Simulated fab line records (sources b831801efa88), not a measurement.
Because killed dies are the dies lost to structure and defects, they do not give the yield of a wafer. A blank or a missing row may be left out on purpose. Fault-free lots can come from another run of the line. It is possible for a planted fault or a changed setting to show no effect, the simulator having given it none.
Comparing a struck lot with a sound one	flow sky130	15 steps out of a route of 708
Sound: wafers L558.3, L558.4, L558.6. Struck: wafer L565.3 (L565.1, L565.4, from the same lot, were not struck and are left out); the cause is given at the end.
For every step that has rows: the tool of each side, followed by ch and its chambers, followed by its first start. Under that, the readings that differ: sound wafers	struck wafers	difference of the means	sigmas: that difference in standard deviations of wafers without a fault.
alike: readings whose means differ by less than 2 such deviations, and words and numbers that are the same on both sides. not compared: withheld readings, readings that some wafer has no value for, bounds like >300 that may hide the same value, and numbers for which the record gives no deviation and whose values overlap.
A row with sigmas, a row that says differs or no value, or rows on one side alone: a step with any of these is where the two part. Numbers that don't overlap but have no deviation are shown without sigmas and don't part them. A reading missing from all wafers of one side parts the sides only when that side holds two or more wafers.

first, 9 steps without rows for these wafers: SKY_CAP2M_CLEAN_17 (cleans in O3/DIW); SKY_METAL4_DEHYDRATE_05 (time 60 s); SKY_METAL4_HMDS_06 (prime time 60 s); SKY_METAL4_COAT_07 (resist thk 60 nm); SKY_METAL4_COAT_08 (resist thk 1140 nm); SKY_METAL4_SOFTBAKE_09 (time 90 s); SKY_METAL4_EXPOSE_10 (exposes mask MM4, target cd 300 nm); SKY_METAL4_PEB_11; SKY_METAL4_DEVELOP_12 (develop time 60 s).
SKY_METAL4_CD_MEAS_13 targets a cd of 300 nm.
  sound on cdSem-02, day 44 18:29; struck on cdSem-01, day 46 12:47
  alike: cdNm
SKY_METAL4_OVL_MEAS_14:
  sound on overlay-01, day 44 18:34; struck on overlay-02, day 46 12:54
  alike: METAL4_OVL
SKY_METAL4_DESCUM_15: chemistry O2, time 8 s.
  sound on rieMetal-01 ch 0,1, day 44 18:37; struck on rieMetal-03 ch 1, day 46 12:56
  alike: drypumpMotorCurrentA, oesProductAu
  not compared: rfHoursCounterH
SKY_METAL4_ETCH_16: etches BARC in N2/H2, stops on SiO2, time 88.2 s, target depth 60 nm.
  sound on rieMetal-01 ch 0,1, day 44 18:40; struck on rieMetal-03 ch 1, day 46 12:58
reading	sound	struck	difference	sigmas
biasW (W)	99.85 100.32 100.15	108.32	+8.21	+28
throttleValvePct (%)	13.182 13.198 13.200	13.211	+0.018	+2
model.SiO2_of_CAP2M_CVD_00.thkNm (nm)	15.62 15.57 15.67	14.88	-0.74	
  alike: drypumpMotorCurrentA, h2FlowSccm, oesProductAu
  not compared: rfHoursCounterH
SKY_METAL4_ETCH_17: etches SiO2 in C4F8/O2/Ar, stops on TiN, time 3.9 s, target depth 15 nm.
  sound on rieDiel-04 ch 1,2,3, day 44 18:44; struck on rieDiel-04 ch 0, day 46 13:04
reading	sound	struck	difference	sigmas
biasW (W)	1197 1198 1195	1206	+9	+3
  alike: oesProductAu
  not compared: rfHoursCounterH
-- the record jumps here: 3 days lie between the struck wafers' starts before and after (it left off in module METAL4 and takes up again in module PAD_OPEN, whose first step shown is number 708 of the route) --
SKY_PAD_OPEN_PROBE_99:
  sound on prober-01, day 48 09:28; struck on prober-02, day 49 20:33
reading	sound	struck	difference	sigmas
killedAtFrontEnd	16 15 8	24	+11	+3
killedAtOther	0 0 0	2	+2	+4
  alike: defectLimitedYield, killed_at_M0_to_M3, killed_at_M4_up, killedAtContacts, killedDies, killedOpen, killedShort, sort_bin_3_pad_short, sort_bin_5_function, sort_bin_6_memory, sortNPass, sortYieldPct

== WHERE THEY PART ==
At SKY_METAL4_ETCH_16 first; at SKY_PAD_OPEN_PROBE_99 last (within this record only).

WHY: what had been put in by the simulator
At SKY_METAL4_ETCH_16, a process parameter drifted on rieMetal-03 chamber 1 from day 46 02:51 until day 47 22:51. A move of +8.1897 in setting biasW, from 100. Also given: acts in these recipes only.
